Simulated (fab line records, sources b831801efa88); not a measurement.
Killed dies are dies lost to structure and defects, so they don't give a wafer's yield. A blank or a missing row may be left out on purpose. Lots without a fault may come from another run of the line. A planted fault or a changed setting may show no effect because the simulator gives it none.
fab line records | flow gf180mcu
record lots=6 wafers=18 last_day=34
route steps=602 shown M2@366 PASSIVATION@602
lots that met no fault: from a run of the same line without faults
start_h: hours from the record's first day to the start of the lot's first wafer shown | wait_h: hours since the lot's step before | " the same as in the row above | L1.1+2: a row that stands for several wafers | - no value, or no start given | * or withheld: withheld | < > ~ a bound
route shown NAME@n: a module of which the file shows steps, and the number in the route of the first | usual: mean/standard deviation of fault-free wafers | same: alike in all rows | chamber/n: place in a boat | sites: the reading at each site | _std_site: their standard deviation | _edge_site: outer sites' mean less inner sites' | radius_mm: how far each site lies from the wafer's centre | mask NAME#n: copy n | behind: the tool/chamber that last shaped the wafer | hold: why the lot was held/for how many hours/how that ended | device: the transistor (n, p or np) that didn't switch | end of line: the same wafers' tests at the end of the route | a step without rows: its recipe alone | killed: dies lost to structure and defects at the first sort, not the wafer's yield | map: a wafer's dies, x killed, . not, _ none there
set.NAME: the setting as run; set.NAME@STEP: as run at that earlier step | model.NAME: the simulator's own value behind a step, which no gauge read
lots at some steps of the route; a table a step, a row a wafer
services: from which hour (start_h, from the record's first day; less than 0 if before it) a tool's chamber was out of use, for how many hours, and why
## steps
# step GF_M2_SPUTTER_04
# recipe material=TiN target_thk_nm=50 power_w=6500 time_s=41.7 chamber_pressure_pa=0.4
# usual throttle_valve_pct=30.2/1
# same time_s=41.7
# columns lot.wafer tool chamber start_h wait_h throttle_valve_pct
L371.3 pvd_sputter-02 - 441.35 0.0 29.4
L371.5 " - " " 30.9
L371.6 " - " " 29.4
L374.1 pvd_sputter-01 - 474.54 0.0 31.4
L374.2 " - " " 28.3
L374.4 " - " " 29.6
L388.3 pvd_sputter-04 - 583.42 0.0 31.1
L388.4 " - " " 28.8
L388.6 " - " " 31.2
L389.1 pvd_sputter-02 - 590.35 0.0 30.5
L389.4 " - " " 30.6
L389.5 " - " " 29.7
L390.2 pvd_sputter-01 - 609.24 0.0 31.6
L390.3 " - " " 29.4
L390.5 " - " " 31.7
L391.1 pvd_sputter-01 - 611.07 0.0 31.4
L391.3 " - " " 29.2
L391.4 " - " " 31.5
# step GF_M2_RS_MEAS_05
# recipe thk_meas_gauge=four-point-probe reads=TiN_of_M2_SPUTTER_04+Ti_of_M2_SPUTTER_03+AlCu_of_M2_SPUTTER_02+TiN_of_M2_SPUTTER_01+Ti_of_M2_SPUTTER_00
# usual M2_ALCU_RS=0.0694/0.0008
# columns lot.wafer tool chamber start_h wait_h M2_ALCU_RS[ohm/sq]
L371.3 film_metro-03 - 441.43 0.1 0.0692
L371.5 " - " " 0.0699
L371.6 " - " " 0.0692
L374.1 film_metro-04 - 474.58 0.0 0.0691
L374.2 " - " " 0.0689
L374.4 " - " " 0.0684
L388.3 film_metro-01 - 583.50 0.1 0.0712
L388.4 " - " " 0.0706
L388.6 " - " " 0.0712
L389.1 film_metro-03 - 590.39 0.0 0.0699
L389.4 " - " " 0.0693
L389.5 " - " " 0.0693
L390.2 film_metro-04 - 609.30 0.0 0.0688
L390.3 " - " " 0.0685
L390.5 " - " " 0.0691
L391.1 film_metro-01 - 611.11 0.0 0.0705
L391.3 " - " " 0.0704
L391.4 " - " " 0.0703
# step GF_M2_THK_MEAS_06
# recipe thk_meas_gauge=xrf reads=AlCu_of_M2_SPUTTER_02
# usual M2_ALCU_THK=453/5.5
# columns lot.wafer tool chamber start_h wait_h M2_ALCU_THK[nm]
L371.3 film_metro-03 - 441.53 0.1 455
L371.5 " - " " 451
L371.6 " - " " 456
L374.1 film_metro-04 - 474.70 0.1 458
L374.2 " - " " 460
L374.4 " - " " 460
L388.3 film_metro-01 - 583.60 0.1 440
L388.4 " - " " 443
L388.6 " - " " 438
L389.1 film_metro-03 - 590.51 0.1 451
L389.4 " - " " 454
L389.5 " - " " 455
L390.2 film_metro-04 - 609.41 0.1 460
L390.3 " - " " 462
L390.5 " - " " 457
L391.1 film_metro-01 - 611.23 0.1 443
L391.3 " - " " 445
L391.4 " - " " 445
# step GF_M2_DEHYDRATE_07
# recipe temp_c=200 time_s=60
# step GF_M2_HMDS_08
# recipe prime_time_s=60 prime_temp_c=120
# step GF_M2_COAT_09
# recipe resist=KrF spin_rpm=withheld resist_thk_nm=1000
# step GF_M2_SOFTBAKE_10
# recipe temp_c=130 time_s=60 resist=KrF
# step GF_M2_EXPOSE_11
# recipe mask_id=Metal2 target_cd_nm=280 na=0.68 source_shape=conventional sigma_outer=0.6 dose_mj=28
# step GF_M2_PEB_12
# recipe peb_temp_c=135 peb_time_s=90 resist=KrF
# step GF_M2_DEVELOP_13
# recipe develop_time_s=60 dev_temp_c=21
# step GF_M2_CD_MEAS_14
# recipe target_cd_nm=280
# usual cd_nm=280.2/1.2
# columns lot.wafer tool chamber start_h wait_h cd_nm
L371.3 cd_sem-01 - 465.54 0.1 281.2
L371.5 " - " " 280.5
L371.6 " - " " 281.0
L374.1 cd_sem-01 - 498.88 0.1 279.2
L374.2 " - " " 278.1
L374.4 " - " " 277.7
L388.3 cd_sem-01 - 605.02 0.1 281.0
L388.4 " - " " 280.3
L388.6 " - " " 281.8
L389.1 cd_sem-02 - 611.15 0.1 281.7
L389.4 " - " " 280.9
L389.5 " - " " 280.8
L390.2 cd_sem-01 - 629.70 0.1 281.5
L390.3 " - " " 282.9
L390.5 " - " " 280.8
L391.1 cd_sem-02 - 631.60 0.1 280.3
L391.3 " - " " 281.0
L391.4 " - " " 282.2
# step GF_M2_OVL_MEAS_15
# usual M2_OVL=1/5.9
# columns lot.wafer tool chamber start_h wait_h M2_OVL[nm]
L371.3 overlay-02 - 465.64 0.1 -1
L371.5 " - " " -2
L371.6 " - " " -10
L374.1 overlay-02 - 499.00 0.1 7
L374.2 " - " " 3
L374.4 " - " " 5
L388.3 overlay-02 - 605.11 0.1 7
L388.4 " - " " 5
L388.6 " - " " 2
L389.1 overlay-02 - 611.27 0.1 -3
L389.4 " - " " -2
L389.5 " - " " 1
L390.2 overlay-02 - 629.80 0.1 4
L390.3 " - " " 8
L390.5 " - " " 1
L391.1 overlay-02 - 631.72 0.1 -3
L391.3 " - " " -3
L391.4 " - " " -6
# step GF_M2_METAL_ETCH_16
# recipe chemistry=Cl2/BCl3 mask_material=KrF target_depth_nm=750.8 stop_on=SiO2 pressure_mtorr=8 icp_w=800 bias_w=140 Cl2_flow_sccm=80 bcl3_flow_sccm=40 time_s=125.1
# usual bcl3_flow_sccm=39.99/0.11 drypump_motor_current_A=6.0/0.51 oes_product_au=0.990/0.0058 throttle_valve_pct=28.229/0.0099
# same time_s=125.1
# columns lot.wafer tool chamber start_h wait_h bcl3_flow_sccm drypump_motor_current_A oes_product_au rf_hours_counter_h throttle_valve_pct model.KrF_of_M2_COAT_09.thk_nm
L371.3 rie_metal-03 0 465.70 0.1 39.77 6.6 0.992 - 28.226 682.3
L371.5 " 0 " " 39.87 6.6 0.998 - 28.223 678.8
L371.6 " 1 " " 39.84 5.5 0.986 - 28.233 688
L374.1 rie_metal-01 1 499.03 0.0 40.14 6.5 0.990 11 28.230 687.4
L374.2 " 0 " " 39.91 6.0 0.989 11 28.236 688.6
L374.4 " 0 " " 40.01 6.0 0.993 - 28.233 688
L388.3 rie_metal-03 0 605.18 0.1 40.06 6.6 0.992 - 28.242 680.5
L388.4 " 1 " " 40.12 5.5 0.857 - 28.380 748.5
L388.6 " 0 " " 40.04 6.6 0.985 - 28.227 679.3
L389.1 rie_metal-03 1 611.31 0.0 40.08 5.5 0.878 0 28.351 743.7
L389.4 " 1 " " 40.02 5.5 0.869 - 28.368 746.7
L389.5 " 1 " " 39.96 5.5 0.871 - 28.368 747.5
L390.2 rie_metal-01 0 629.83 0.0 40.11 6.0 0.994 16 28.240 685.4
L390.3 " 0 " " 40.01 6.0 0.983 - 28.233 689.6
L390.5 " 1 " " 39.94 6.5 1.001 - 28.237 681.8
L391.1 rie_metal-01 1 631.76 0.0 40.03 6.5 1.001 2 28.221 688.2
L391.3 " 0 " " 40.08 6.0 0.988 - 28.240 692.7
L391.4 " 1 " " 39.90 6.5 1.000 - 28.238 686.5
# step GF_M2_STRIP_17
# recipe chemistry=O2/N2 power_w=1400 pressure_mtorr=1500 platen_temp_c=250 o2_flow_sccm=3000 n2_flow_sccm=300 overash_fraction=0.5
# usual drypump_motor_current_A=5.7/0.37 heater_power_w=333/35 oes_product_au=0.538/0.0049 strip_time_to_endpoint_s=7.38/0.049
# columns lot.wafer tool chamber start_h wait_h drypump_motor_current_A heater_power_w oes_product_au rf_hours_counter_h strip_time_to_endpoint_s
L371.3 plasma_asher-02 0 465.82 0.1 5.7 321 0.536 - 7.35
L371.5 " 1 " " 5.5 384 0.535 - 7.34
L371.6 " 0 " " 5.7 317 0.533 - 7.41
L374.1 plasma_asher-04 1 499.16 0.1 5.8 278 0.543 91 7.41
L374.2 " 0 " " 5.2 319 0.541 91 7.42
L374.4 " 0 " " 5.2 320 0.541 - 7.42
L388.3 plasma_asher-01 0 605.30 0.1 6.5 355 0.543 - 7.33
L388.4 " 1 " " 5.9 311 0.563 - 8.01
L388.6 " 0 " " 6.5 367 0.534 - 7.32
L389.1 plasma_asher-04 1 611.44 0.1 5.9 275 0.556 102 7.97
L389.4 " 0 " " 5.2 320 0.565 - 8.00
L389.5 " 1 " " 5.8 271 0.558 - 8.00
L390.2 plasma_asher-01 1 629.96 0.1 5.8 317 0.535 21 7.40
L390.3 " 0 " " 6.6 364 0.539 - 7.43
L390.5 " 1 " " 5.8 311 0.545 - 7.37
L391.1 plasma_asher-02 1 631.89 0.1 5.5 384 0.544 88 7.41
L391.3 " 0 " " 5.7 328 0.546 - 7.45
L391.4 " 1 " " 5.5 375 0.538 - 7.41
# step GF_M2_STRIP_18
# recipe chemistry=post_etch_residue_remover time_s=1200 temp_c=72.5
# step GF_PASSIVATION_PROBE_99
# columns lot.wafer tool chamber start_h wait_h model.etest.met4.short model.etest.iso_nplus_nwell.over_limit model.etest.met1.short model.etest.pmos_6p0.over_limit model.etest.ring_6p0.no_ring model.etest.pplus_sal.short model.etest.dnwell.short model.etest.nwell.short
L371.3+5+6 prober-02 - 695.96 0.2 0 0 0 0 0 0 0 0
L374.1+2+4 prober-02 - 722.19 0.1 0 0 0 0 0 0 0 0
L388.3+6 prober-01 - 801.78 0.2 0 0 0 0 0 0 0 0
L388.4 prober-01 - 801.83 0.2 1 1 1 1 1 1 1 1
L389.1 prober-02 - 806.88 0.1 0 0 0 0 0 0 0 0
L389.4+5 prober-02 - 807.03 0.2 1 1 1 1 1 1 1 1
L390.2+3+5 prober-01 - 820.66 0.1 0 0 0 0 0 0 0 0
L391.1+3+4 prober-02 - 822.11 0.1 0 0 0 0 0 0 0 0
# killed by level:class
L371.3 CONTACT:geometric_particle:open=8 V5:geometric_particle:open=5 STI:geometric_particle:short=4 V1:geometric_particle:open=3 V2:geometric_particle:short=3 V2:geometric_particle:open=3 V4:geometric_particle:short=3 V4:geometric_particle:open=3
L371.5 V5:geometric_particle:open=10 V2:geometric_particle:open=8 M1:geometric_particle:short=6 V4:geometric_particle:open=4 V1:geometric_particle:short=4 STI:geometric_particle:open=3 M5:geometric_particle:short=3 CONTACT:geometric_particle:open=2
L371.6 V3:geometric_particle:open=8 V2:geometric_particle:short=5 STI:geometric_particle:open=4 CONTACT:geometric_particle:open=4 V3:geometric_particle:short=4 M1:geometric_particle:short=3 M5:geometric_particle:short=3 V1:geometric_particle:open=2
L374.1 V4:geometric_particle:open=7 V3:geometric_particle:open=6 V1:geometric_particle:open=4 CONTACT:geometric_particle:short=3 CONTACT:geometric_particle:open=3 V5:geometric_particle:short=3 V2:geometric_particle:open=3 V1:geometric_particle:short=2
L374.2 STI:geometric_particle:open=5 CONTACT:geometric_particle:short=4 V1:geometric_particle:open=4 V5:geometric_particle:open=4 CONTACT:geometric_particle:open=3 V3:geometric_particle:open=3 V5:geometric_particle:short=3 STI:geometric_particle:short=2
L374.4 V2:geometric_particle:open=9 CONTACT:geometric_particle:open=4 V1:geometric_particle:open=4 STI:geometric_particle:open=3 HV_LDD:geometric_particle:short=3 V4:geometric_particle:open=3 M2:geometric_particle:short=2 V3:geometric_particle:open=2
L390.2 V2:geometric_particle:open=8 V4:geometric_particle:open=7 CONTACT:geometric_particle:open=4 STI:geometric_particle:open=3 CONTACT:geometric_particle:short=3 V3:geometric_particle:open=3 POLY_GATE:geometric_particle:short=2 M1:geometric_particle:short=2
L390.3 V2:geometric_particle:open=5 CONTACT:geometric_particle:open=4 M1:geometric_particle:short=3 V4:geometric_particle:open=3 STI:geometric_particle:short=2 V1:geometric_particle:open=2 V5:geometric_particle:open=2 V3:geometric_particle:short=2
L390.5 STI:geometric_particle:short=5 V2:geometric_particle:open=5 V3:geometric_particle:open=5 POLY_GATE:geometric_particle:short=4 V1:geometric_particle:open=4 CONTACT:geometric_particle:open=3 CONTACT:geometric_particle:short=2 V1:geometric_particle:short=2
L391.1 CONTACT:geometric_particle:open=7 V1:geometric_particle:open=5 STI:geometric_particle:short=4 V4:geometric_particle:open=4 V2:geometric_particle:short=4 STI:geometric_particle:open=3 V2:geometric_particle:open=3 M3:geometric_particle:short=3
L391.3 V5:geometric_particle:open=7 V2:geometric_particle:open=6 V4:geometric_particle:open=6 V5:geometric_particle:short=5 POLY_GATE:geometric_particle:short=4 CONTACT:geometric_particle:open=4 V1:geometric_particle:open=4 M3:geometric_particle:short=3
L391.4 V1:geometric_particle:open=6 V4:geometric_particle:open=5 CONTACT:geometric_particle:open=3 CONTACT:geometric_particle:short=3 V2:geometric_particle:open=3 STI:geometric_particle:open=2 STI:geometric_particle:short=2 V3:geometric_particle:open=2
## services
# columns tool chamber start_h hours kind
pvd_sputter-02 - 418.40 2.2 repair
plasma_asher-01 - 421.25 9.0 pm
rie_metal-01 0 439.28 1.2 repair
pvd_sputter-01 0 457.66 - consumable_replace:kit
pvd_sputter-01 0 457.66 18.0 scheduled_down
pvd_sputter-01 0 457.66 18.0 vent_cycle
rie_metal-03 - 460.63 2.8 pm
rie_metal-01 1 461.81 16.8 repair
plasma_asher-04 - 506.05 14.6 pm
plasma_asher-01 - 511.69 2.8 pm
pvd_sputter-04 - 516.42 2.7 repair
rie_metal-01 - 519.82 2.8 pm
pvd_sputter-02 - 520.89 0.6 repair
rie_metal-01 1 561.22 - clean
rie_metal-01 1 561.22 19.3 scheduled_down
rie_metal-01 1 561.22 19.3 vent_cycle
pvd_sputter-02 - 577.15 8.9 repair
rie_metal-03 1 580.63 - clean
rie_metal-03 1 580.63 19.3 scheduled_down
rie_metal-03 1 580.63 19.3 vent_cycle
pvd_sputter-01 3 589.84 - consumable_replace:kit
pvd_sputter-01 3 589.84 18.0 scheduled_down
plasma_asher-02 - 601.66 4.3 pm
plasma_asher-02 - 618.05 7.6 repair
## key
first_sign step=GF_M2_METAL_ETCH_16 reading=oes_product_au direction=down sigmas=21 usual=0.990 struck=0.869
effect step=GF_M2_METAL_ETCH_16 reading=throttle_valve_pct direction=up sigmas=14 usual=28.229 struck=28.367
effect step=GF_M2_STRIP_17 reading=strip_time_to_endpoint_s direction=up sigmas=13 usual=* struck=*
model_effect step=GF_M2_METAL_ETCH_16 value=KrF_of_M2_COAT_09.thk_nm without=683.8 struck=746.6
model_effect step=GF_PASSIVATION_PROBE_99 value=etest.met4.short without=0 struck=1
met_at GF_M2_METAL_ETCH_16
struck_wafers L388.4,L389.1,L389.4,L389.5
sort_left_out L388.4,L389.1,L389.4,L389.5
onset_between 465.70 605.18
fault kind=process_parameter_drift tool=rie_metal-03 chamber=1 onset_h=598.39 steps=GF_M2_METAL_ETCH_16 channel=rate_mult offset=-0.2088 shape=step end_h=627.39
# sort_left_out: the simulated sort isn't trusted on such a fault, so these wafers' sort isn't shown, and their yield isn't known
